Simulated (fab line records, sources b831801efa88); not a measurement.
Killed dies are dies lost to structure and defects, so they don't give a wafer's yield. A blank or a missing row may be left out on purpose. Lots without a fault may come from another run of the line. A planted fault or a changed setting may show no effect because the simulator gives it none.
fab line records | flow sky130
record lots=12 wafers=36 last_day=51
route steps=708 shown LDD_N@245 METAL1@452 VIA1@459 METAL2@503 PAD_OPEN@708
lots that met no fault: from a run of the same line without faults
start_h: hours from the record's first day to the start of the lot's first wafer shown | wait_h: hours since the lot's step before | " the same as in the row above | L1.1+2: a row that stands for several wafers | - no value, or no start given | * or withheld: withheld | < > ~ a bound
route shown NAME@n: a module of which the file shows steps, and the number in the route of the first | usual: mean/standard deviation of fault-free wafers | same: alike in all rows | chamber/n: place in a boat | sites: the reading at each site | _std_site: their standard deviation | _edge_site: outer sites' mean less inner sites' | radius_mm: how far each site lies from the wafer's centre | mask NAME#n: copy n | behind: the tool/chamber that last shaped the wafer | hold: why the lot was held/for how many hours/how that ended | device: the transistor (n, p or np) that didn't switch | end of line: the same wafers' tests at the end of the route | a step without rows: its recipe alone | killed: dies lost to structure and defects at the first sort, not the wafer's yield | map: a wafer's dies, x killed, . not, _ none there
set.NAME: the setting as run; set.NAME@STEP: as run at that earlier step | model.NAME: the simulator's own value behind a step, which no gauge read
steps of the route over a sample of lots; a table a step, a row a wafer
services: from which hour (start_h, from the record's first day; less than 0 if before it) a tool's chamber was out of use, for how many hours, and why
## steps
# step SKY_LDD_N_IMPLANT_08
# recipe species=As energy_kev=20 dose_cm2=7.5e+13 tilt_deg=withheld rotation_deg=23
# usual beam_on_s=9.97/0.2 dose_ions_cm2=7.502e+13/8.3e+10 faraday_current_uA=423/8.4 rotation_deg=22.993/0.02
# columns lot.wafer tool chamber start_h wait_h beam_on_s dose_ions_cm2 faraday_current_uA rotation_deg
L555.2 implanter-01 0 417.78 0.0 9.83 7.494e+13 429 23.020
L555.3 " 0 " " 10.08 7.504e+13 418 22.996
L555.4 " 0 " " 9.84 7.497e+13 431 23.007
L557.1 implanter-01 0 451.70 0.0 10.18 7.496e+13 416 23.009
L557.3 " 0 " " 9.94 7.502e+13 424 22.978
L557.5 " 0 " " 10.29 7.495e+13 411 23.022
L561.1 implanter-04 0 474.33 0.0 10.33 7.518e+13 408 23.026
L561.2 " 0 " " 9.66 7.49e+13 436 22.975
L561.3 " 0 " " 10.06 7.511e+13 421 22.963
L564.2 implanter-03 0 504.13 0.0 9.83 7.492e+13 428 22.967
L564.3 " 0 " " 9.80 7.496e+13 431 22.988
L564.6 " 0 " " 9.80 7.499e+13 432 22.957
L565.2 implanter-04 0 504.75 0.0 9.75 7.51e+13 432 193.99
L565.3 " 0 " " 10.35 7.502e+13 408 193.98
L565.5 " 0 " " 9.66 7.499e+13 435 194.00
L567.1 implanter-04 0 524.70 0.0 10.06 7.48e+13 421 194.00
L567.2 " 0 " " 9.98 7.484e+13 422 194.03
L567.4 " 0 " " 10.03 7.481e+13 422 194.03
L570.3 implanter-03 0 547.42 0.1 9.42 7.503e+13 445 22.992
L570.4 " 0 " " 9.91 7.503e+13 426 22.996
L570.5 " 0 " " 9.64 7.502e+13 437 22.980
L572.3 implanter-01 0 569.28 0.1 10.18 7.499e+13 417 22.979
L572.5 " 0 " " 9.73 7.496e+13 434 22.974
L572.6 " 0 " " 10.09 7.508e+13 420 23.011
L574.4 implanter-03 0 586.33 0.1 10.11 7.498e+13 417 22.985
L574.5 " 0 " " 9.87 7.494e+13 426 22.972
L574.6 " 0 " " 10.00 7.51e+13 422 22.994
L576.1 implanter-01 0 594.52 0.0 10.03 7.494e+13 419 23.018
L576.5 " 0 " " 9.82 7.5e+13 429 23.006
L576.6 " 0 " " 10.02 7.49e+13 422 23.012
L577.1 implanter-01 0 602.62 0.0 9.73 7.494e+13 432 23.008
L577.3 " 0 " " 10.30 7.51e+13 409 23.020
L577.4 " 0 " " 9.77 7.507e+13 432 23.010
L578.3 implanter-01 0 605.40 0.1 9.98 7.503e+13 426 22.991
L578.4 " 0 " " 9.79 7.499e+13 430 22.977
L578.6 " 0 " " 10.14 7.509e+13 415 22.979
# step SKY_METAL1_ETCH_18
# recipe chemistry=N2/H2 target=BARC ion_energy_ev=200 bias_w=100 pressure_mtorr=30 n2_flow_sccm=100 h2_flow_sccm=200 icp_w=500 stop_on=SiO2 time_s=45.9 target_depth_a=600
# usual chamber_pressure_mTorr=29.996/0.025 drypump_motor_current_A=5.9/0.32 oes_product_au=0.855/0.005 throttle_valve_pct=13.225/0.0096
# columns lot.wafer tool chamber start_h wait_h chamber_pressure_mTorr drypump_motor_current_A oes_product_au rf_hours_counter_h throttle_valve_pct
L555.2 rie_metal-01 0 787.10 0.1 30.003 5.7 0.855 - 13.228
L555.3 " 0 " " 29.997 5.7 0.857 - 13.220
L555.4 " 0 " " 29.984 5.6 0.851 - 13.226
L557.1 rie_metal-01 0 813.11 0.1 30.075 5.7 0.863 14 13.227
L557.3 " 0 " " 29.946 5.7 0.855 - 13.228
L557.5 " 0 " " 29.970 5.7 0.854 - 13.213
L561.1 rie_metal-01 0 835.93 0.0 29.974 5.7 0.856 16 13.231
L561.2 " 1 " " 30.007 5.7 0.850 1 13.211
L561.3 " 0 " " 29.997 5.7 0.860 - 13.237
L564.2 rie_metal-01 0 858.60 0.0 29.996 5.7 0.860 16 13.219
L564.3 " 0 " " 29.963 5.7 0.864 - 13.239
L564.6 " 0 " " 29.982 5.7 0.858 - 13.245
L565.2 rie_metal-04 0 860.58 0.0 30.012 6.3 0.857 14 13.240
L565.3 " 0 " " 30.008 6.3 0.850 - 13.217
L565.5 " 1 " " 30.001 5.2 0.860 - 13.234
L567.1 rie_metal-01 1 876.18 0.1 30.016 5.7 0.851 2 13.220
L567.2 " 1 " " 29.987 5.8 0.859 - 13.210
L567.4 " 1 " " 30.006 5.8 0.860 - 13.222
L570.3 rie_metal-02 1 898.57 0.0 30.008 5.9 0.849 - 13.219
L570.4 " 0 " " 30.012 6.3 0.857 - 13.232
L570.5 " 0 " " 29.990 6.3 0.862 - 13.227
L572.3 rie_metal-02 1 916.65 0.0 30.008 5.8 0.851 - 13.214
L572.5 " 1 " " 29.986 5.8 0.853 - 13.230
L572.6 " 0 " " 29.992 6.3 0.864 - 13.226
L574.4 rie_metal-04 0 930.20 0.0 29.976 6.3 0.857 - 13.239
L574.5 " 0 " " 29.954 6.3 0.851 - 13.218
L574.6 " 1 " " 30.050 5.2 0.859 - 13.219
L576.1 rie_metal-02 0 936.33 0.0 30.012 6.3 0.847 12 13.228
L576.5 " 0 " " 30.012 6.3 0.863 - 13.227
L576.6 " 1 " " 30.039 5.9 0.855 - 13.215
L577.1 rie_metal-04 1 944.33 0.0 29.978 5.2 0.856 10 13.233
L577.3 " 0 " " 29.967 6.3 0.851 - 13.229
L577.4 " 1 " " 29.998 5.2 0.851 - 13.226
L578.3 rie_metal-02 1 945.85 0.0 30.004 5.9 0.854 - 13.219
L578.4 " 0 " " 29.994 6.3 0.865 - 13.224
L578.6 " 1 " " 29.953 5.9 0.852 - 13.216
# step SKY_VIA1_THK_MEAS_01
# recipe reads=SiO2_of_VIA1_HDPCVD_00
# usual VIA1_HDPCVD_THK=1035/13
# columns lot.wafer tool chamber start_h wait_h VIA1_HDPCVD_THK[nm]
L555.2 film_metro-01 - 788.20 0.1 1034
L555.3 " - " " 1044
L555.4 " - " " 1054
L557.1 film_metro-01 - 814.16 0.1 1032
L557.3 " - " " 1026
L557.5 " - " " 1025
L561.1 film_metro-04 - 836.78 0.1 1045
L561.2 " - " " 1041
L561.3 " - " " 1041
L564.2 film_metro-02 - 859.55 0.1 1027
L564.3 " - " " 1034
L564.6 " - " " 1031
L565.2 film_metro-02 - 861.45 0.1 1011
L565.3 " - " " 1009
L565.5 " - " " 1013
L567.1 film_metro-02 - 877.20 0.1 1023
L567.2 " - " " 1044
L567.4 " - " " 1039
L570.3 film_metro-01 - 899.49 0.1 1059
L570.4 " - " " 1040
L570.5 " - " " 1066
L572.3 film_metro-04 - 917.51 0.1 1038
L572.5 " - " " 1043
L572.6 " - " " 1033
L574.4 film_metro-01 - 931.07 0.0 1033
L574.5 " - " " 1047
L574.6 " - " " 1026
L576.1 film_metro-04 - 937.19 0.1 1040
L576.5 " - " " 1058
L576.6 " - " " 1051
L577.1 film_metro-04 - 945.19 0.1 1027
L577.3 " - " " 1044
L577.4 " - " " 1050
L578.3 film_metro-01 - 946.71 0.1 1020
L578.4 " - " " 1028
L578.6 " - " " 1012
# step SKY_METAL2_STRIP_20
# recipe chemistry=O2/N2 power_w=1400 pressure_mtorr=1500 platen_temp_c=withheld o2_flow_sccm=3000 n2_flow_sccm=300 overash_fraction=0.5
# usual chamber_pressure_mTorr=1500.1/1.5 drypump_motor_current_A=5.5/0.42 o2_flow_sccm=3001/8.9 oes_product_au=0.345/0.005 strip_time_to_endpoint_s=2.75/0.061
# columns lot.wafer tool chamber start_h wait_h chamber_pressure_mTorr drypump_motor_current_A o2_flow_sccm oes_product_au rf_hours_counter_h strip_time_to_endpoint_s
L555.2 plasma_asher-02 1 844.33 0.1 1497.7 5.2 3012 0.342 102 2.82
L555.3 " 1 " " 1498.1 5.2 2989 0.342 - 2.81
L555.4 " 0 " " 1499.1 5.5 3003 0.350 - 2.83
L557.1 plasma_asher-03 1 870.76 0.1 1500.6 6.1 2996 0.343 42 2.80
L557.3 " 1 " " 1500.8 6.1 2989 0.345 - 2.81
L557.5 " 0 " " 1501.0 5.3 2999 0.348 - 2.81
L561.1 plasma_asher-03 1 892.51 0.1 1501.1 6.1 2992 0.341 44 2.81
L561.2 " 0 " " 1502.4 5.3 2997 0.349 44 2.76
L561.3 " 1 " " 1500.7 6.1 3009 0.342 - 2.75
L564.2 plasma_asher-03 0 913.96 0.1 1499.1 5.4 2994 0.347 46 2.81
L564.3 " 1 " " 1498.3 6.1 2995 0.348 - 2.78
L564.6 " 1 " " 1498.4 6.1 3005 0.347 - 2.77
L565.2 plasma_asher-01 0 916.13 0.1 1501.7 5.0 3000 0.356 80 2.80
L565.3 " 1 " " 1500.1 5.8 3001 0.348 - 2.77
L565.5 " 1 " " 1497.7 5.9 3011 0.344 - 2.62
L567.1 plasma_asher-01 1 930.68 0.1 1500.0 5.8 2988 0.347 82 2.77
L567.2 " 0 " " 1500.8 5.0 2997 0.337 82 2.67
L567.4 " 0 " " 1499.5 5.0 3006 0.345 - 2.64
L570.3 plasma_asher-01 0 953.09 0.1 1499.6 5.0 2995 0.337 - 2.62
L570.4 " 1 " " 1500.1 5.8 3001 0.347 - 2.75
L570.5 " 1 " " 1499.7 5.8 2990 0.341 - 2.75
L572.3 plasma_asher-02 1 969.77 0.1 1499.6 5.2 3002 0.338 - 2.83
L572.5 " 1 " " 1499.1 5.2 3001 0.347 - 2.82
L572.6 " 0 " " 1500.4 5.5 2997 0.344 - 2.81
L574.4 plasma_asher-01 1 982.50 0.1 1501.7 5.9 2991 0.341 - 2.72
L574.5 " 0 " " 1499.4 5.0 3002 0.342 - 2.75
L574.6 " 1 " " 1501.3 5.9 2996 0.354 - 2.75
L576.1 plasma_asher-03 0 989.20 0.1 1499.3 5.4 2999 0.350 53 2.79
L576.5 " 1 " " 1499.5 6.1 3004 0.342 - 2.70
L576.6 " 0 " " 1502.8 5.3 3009 0.343 - 2.79
L577.1 plasma_asher-03 0 997.11 0.1 1499.0 5.4 3003 0.337 54 2.63
L577.3 " 1 " " 1500.5 6.1 2996 0.349 - 2.65
L577.4 " 0 " " 1502.8 5.4 3009 0.348 - 2.80
L578.3 plasma_asher-01 0 998.14 0.1 1500.0 5.0 2998 0.354 - 2.71
L578.4 " 1 " " 1498.7 5.9 2999 0.348 - 2.73
L578.6 " 1 " " 1502.1 5.9 3003 0.337 - 2.77
# step SKY_PAD_OPEN_PROBE_99
# usual killed_at_M0_to_M3=44/7.2 killed_at_M4_up=2.9/1.8 killed_at_contacts=24/5.2 killed_at_front_end=15/4 killed_at_other=0.2/0.49 killed_dies=85/9.1 killed_open=47/6.8 killed_short=38/5.7
# same gross_dies=492 killed_at_back_side=0
# columns lot.wafer tool chamber start_h wait_h killed_at_M0_to_M3 killed_at_M4_up killed_at_contacts killed_at_front_end killed_at_other killed_dies killed_open killed_short
L570.3 prober-01 - 1184.28 0.2 61 4 19 10 0 94 55 39
L570.4 prober-01 - 1184.33 0.2 41 1 23 13 0 78 47 31
L570.5 prober-01 - 1184.38 0.2 49 2 13 13 0 77 43 34
# killed by level:class
L570.3 VIA3:geometric_particle:open=14 VIA1:geometric_particle:open=12 VIA2:geometric_particle:open=8 VIA1:geometric_particle:short=6 VIA3:geometric_particle:short=6 CONTACT:geometric_particle:open=5 METAL1:geometric_particle:short=5 FIELD_ISO:geometric_particle:open=4
L570.4 VIA1:geometric_particle:open=11 VIA2:geometric_particle:open=10 CONTACT:geometric_particle:open=7 VIA3:geometric_particle:short=6 POLY_GATE:geometric_particle:short=5 LI_CONTACT:geometric_particle:open=5 VIA3:geometric_particle:open=5 CONTACT:geometric_particle:short=4
L570.5 VIA1:geometric_particle:open=9 VIA3:geometric_particle:open=8 METAL2:geometric_particle:short=7 METAL3:geometric_particle:short=6 LI_CONTACT:geometric_particle:open=5 METAL1:geometric_particle:short=5 VIA1:geometric_particle:short=4 CONTACT:geometric_particle:open=4
## services
# columns tool chamber start_h hours kind
implanter-04 - 404.03 2.8 repair
plasma_asher-03 - 421.25 9.0 pm
rie_metal-01 - 457.49 2.8 pm
plasma_asher-01 - 458.12 3.1 repair
rie_metal-01 0 460.55 13.5 repair
implanter-01 - 477.29 2.0 repair
plasma_asher-03 - 508.31 19.8 pm
plasma_asher-01 - 562.30 0.8 repair
rie_metal-01 1 603.88 8.3 repair
rie_metal-02 - 628.14 2.8 pm
rie_metal-02 1 675.65 24.6 repair
rie_metal-02 0 681.99 6.3 repair
plasma_asher-01 - 690.53 2.8 pm
plasma_asher-03 - 704.69 5.0 repair
implanter-01 - 782.53 2.2 repair
implanter-01 - 787.64 3.9 pm
plasma_asher-03 - 788.62 0.7 repair
plasma_asher-03 - 792.67 2.2 repair
rie_metal-01 1 803.30 20.7 repair
implanter-01 - 806.74 17.1 repair
rie_metal-01 - 845.10 1.6 repair
plasma_asher-03 - 846.60 2.8 pm
implanter-01 - 899.10 2.5 repair
implanter-01 - 985.71 2.9 pm
## key
first_sign step=SKY_LDD_N_IMPLANT_08 reading=rotation_deg direction=up sigmas=99+ usual=22.993 struck=194.00
effect none on later readings
met_at SKY_LDD_N_IMPLANT_08
struck_lots L565,L567
tester_left_out L565,L567
not_acting_at SKY_METAL1_ETCH_18,SKY_VIA1_THK_MEAS_01,SKY_METAL2_STRIP_20
onset_between 474.33 504.75
fault kind=process_parameter_drift tool=implanter-04 chamber=- onset_h=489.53 steps=SKY_LDD_N_IMPLANT_08 channel=rotation_deg offset=171.01 shape=step end_h=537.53 acts_in=these_recipes_only stated=23
# tester_left_out: of these lots the tester's yield and bins aren't shown, on N5 and GAA mostly nor the transistor test; their killed dies are dies lost to structure and defects alone, not to doping, threshold or leakage, so they don't give the yield
